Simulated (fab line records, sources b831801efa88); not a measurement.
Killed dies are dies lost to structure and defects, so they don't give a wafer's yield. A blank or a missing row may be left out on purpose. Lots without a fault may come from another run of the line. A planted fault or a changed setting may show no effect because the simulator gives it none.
Which tool did it? | flow sky130 | 12 lots, 36 wafers sampled, at 5 steps of a route of 708

WHAT THE GAUGES READ, wafer by wafer
SKY_CONTACT_THK_MEAS_26: measures by xrf.
lot  | measured     | on            | CONTACT_W_THK (nm)
L547 | day 31 17:43 | film_metro-03 | 335 353 333
L548 | day 31 23:42 | film_metro-03 | 336 353 356
L549 | day 32 16:53 | film_metro-03 | 374 372 366
L552 | day 33 16:44 | film_metro-02 | 341 358 335
L555 | day 34 04:55 | film_metro-03 | 364 360 358
L556 | day 34 14:52 | film_metro-01 | 349 356 350
L558 | day 35 12:24 | film_metro-02 | 349 359 349
L561 | day 36 04:15 | film_metro-01 | 365 361 360
L562 | day 36 09:31 | film_metro-01 | 330 347 329
L566 | day 37 17:55 | film_metro-01 | 356 338 340
L567 | day 37 22:52 | film_metro-01 | 355 350 352
L570 | day 38 18:51 | film_metro-03 | 368 357 367

SKY_METAL1_THK_MEAS_06: measures by xrf.
lot  | measured     | on            | METAL1_ALCU_THK (nm)
L547 | day 31 18:20 | film_metro-01 | 255 249 251
L548 | day 32 00:19 | film_metro-01 | 249 250 249
L549 | day 32 17:31 | film_metro-01 | 243 246 242
L552 | day 33 17:21 | film_metro-04 | 245 243 246
L555 | day 34 05:32 | film_metro-01 | 253 247 252
L556 | day 34 15:29 | film_metro-01 | 249 247 248
L558 | day 35 13:01 | film_metro-04 | 250 252 247
L561 | day 36 04:52 | film_metro-01 | 248 243 245
L562 | day 36 10:08 | film_metro-02 | 248 248 240
L566 | day 37 18:32 | film_metro-02 | 253 246 246
L567 | day 37 23:38 | film_metro-02 | 248 247 246
L570 | day 38 19:28 | film_metro-02 | 250 244 245

SKY_VIA1_THK_MEAS_01.
lot  | measured     | on            | VIA1_HDPCVD_THK (nm)
L547 | day 32 22:07 | film_metro-04 | 1024 1033 1027
L548 | day 33 03:28 | film_metro-02 | 1020 1033 1017
L549 | day 33 21:24 | film_metro-04 | 1015 1018 1019
L552 | day 34 20:51 | film_metro-04 | 1042 1036 1028
L555 | day 35 09:18 | film_metro-04 | 1044 1042 1042
L556 | day 35 19:17 | film_metro-03 | 1024 1027 1546 1024 1028 1545
L558 | day 36 15:59 | film_metro-04 | 1027 1538 1028 1029 1537 1028
L561 | day 37 08:08 | film_metro-03 | 1041 1045 1056
L562 | day 37 12:16 | film_metro-04 | 1040 1022 1011
L566 | day 38 21:15 | film_metro-03 | 1024 1051 1043
L567 | day 39 02:04 | film_metro-02 | 1011 1037 1026
L570 | day 39 21:06 | film_metro-03 | 1039 1046 1054

WHICH TOOL RAN EACH LOT (tool, then ch and the chambers of the sampled wafers, then the start)
lot  | SKY_METAL1_SPUTTER_03        | SKY_VIA1_HDPCVD_00
L547 | pvd_sputter-03, day 31 18:08 | hdpcvd-01 ch 0,1,2, day 32 22:00
L548 | pvd_sputter-01, day 32 00:08 | hdpcvd-02 ch 1,2, day 33 03:21
L549 | pvd_sputter-04, day 32 17:18 | hdpcvd-02 ch 0,1, day 33 21:16
L552 | pvd_sputter-04, day 33 17:08 | hdpcvd-02 ch 0,2, day 34 20:43
L555 | pvd_sputter-01, day 34 05:19 | hdpcvd-02 ch 0,1,2, day 35 09:13
L556 | pvd_sputter-04, day 34 15:17 | hdpcvd-02 ch 0,1,2, day 35 19:10
L558 | pvd_sputter-03, day 35 12:50 | hdpcvd-02 ch 0,1, day 36 15:53
L561 | pvd_sputter-04, day 36 04:41 | hdpcvd-01 ch 0,1,2, day 37 08:01
L562 | pvd_sputter-03, day 36 09:57 | hdpcvd-01 ch 1,2, day 37 12:09
L566 | pvd_sputter-03, day 37 18:19 | hdpcvd-01 ch 0,1,2, day 38 21:07
L567 | pvd_sputter-04, day 37 23:27 | hdpcvd-02 ch 0,1,2, day 39 01:58
L570 | pvd_sputter-03, day 38 19:17 | hdpcvd-01 ch 0,1, day 39 20:59
- SKY_METAL1_SPUTTER_03: material Ti, target thk 5 nm, time 3.3 s.
- SKY_VIA1_HDPCVD_00: deposits SiO2, target thk 1030 nm, time 171.7 s.

WHAT THE TOOLS THEMSELVES READ (means of the sampled wafers that have a number; where no wafer has one, the mark that the record gives instead)
SKY_METAL1_SPUTTER_03.
lot  | tool           | throttle_valve_pct (%)
L547 | pvd_sputter-03 | 30.0
L548 | pvd_sputter-01 | 30.1
L549 | pvd_sputter-04 | 31.1
L552 | pvd_sputter-04 | 30.4
L555 | pvd_sputter-01 | 29.6
L556 | pvd_sputter-04 | 31.2
L558 | pvd_sputter-03 | 30.0
L561 | pvd_sputter-04 | 30.7
L562 | pvd_sputter-03 | 29.8
L566 | pvd_sputter-03 | 30.0
L567 | pvd_sputter-04 | 30.7
L570 | pvd_sputter-03 | 29.7

SKY_VIA1_HDPCVD_00.
lot  | tool      | sih4_flow_sccm (sccm)
L547 | hdpcvd-01 | 59.99
L548 | hdpcvd-02 | 60.09
L549 | hdpcvd-02 | 60.10
L552 | hdpcvd-02 | 60.15
L555 | hdpcvd-02 | 60.05
L556 | hdpcvd-02 | 70.15
L558 | hdpcvd-02 | 70.04
L561 | hdpcvd-01 | 59.94
L562 | hdpcvd-01 | 59.91
L566 | hdpcvd-01 | 60.08
L567 | hdpcvd-02 | 59.89
L570 | hdpcvd-01 | 59.91

THE ANSWER, worked out from the rows above alone
Rule: what is usual is taken from the lots themselves. Put in order of their means at a reading, lots are off if they are a third of the lots or fewer, leave a main group of 4 or more, and stand apart from it by a gap of 3 or more times the standard deviation of the main group's means; of several such gaps the widest counts. A main group whose means are all the same, to the digits that the tables above print for the reading, isn't used. A lot without any number at a reading at which 4 lots or more have one is off too. The other lots that the step has rows for count as sound. The gauges are gone through in route order, then the tools' own readings, and for those a lot's mean is taken as printed above. The first step at which some lot is off is used, and at that step the reading that is off furthest; a lot without a number counts as furthest.
Off: L556, L558, at SKY_VIA1_THK_MEAS_01 (VIA1_HDPCVD_THK). The main group: mean 1033 nm, standard deviation 10.
A tool fits if, at a process step before that reading, it ran every lot that is off, and no sound lot after the first of them. The gauges at SKY_VIA1_THK_MEAS_01 aren't tried: what is off there is off at SKY_VIA1_HDPCVD_00 too, on other tools, and a gauge's error can't cause that. None of those tried fits.

WHAT THE SIMULATOR HAD PUT IN
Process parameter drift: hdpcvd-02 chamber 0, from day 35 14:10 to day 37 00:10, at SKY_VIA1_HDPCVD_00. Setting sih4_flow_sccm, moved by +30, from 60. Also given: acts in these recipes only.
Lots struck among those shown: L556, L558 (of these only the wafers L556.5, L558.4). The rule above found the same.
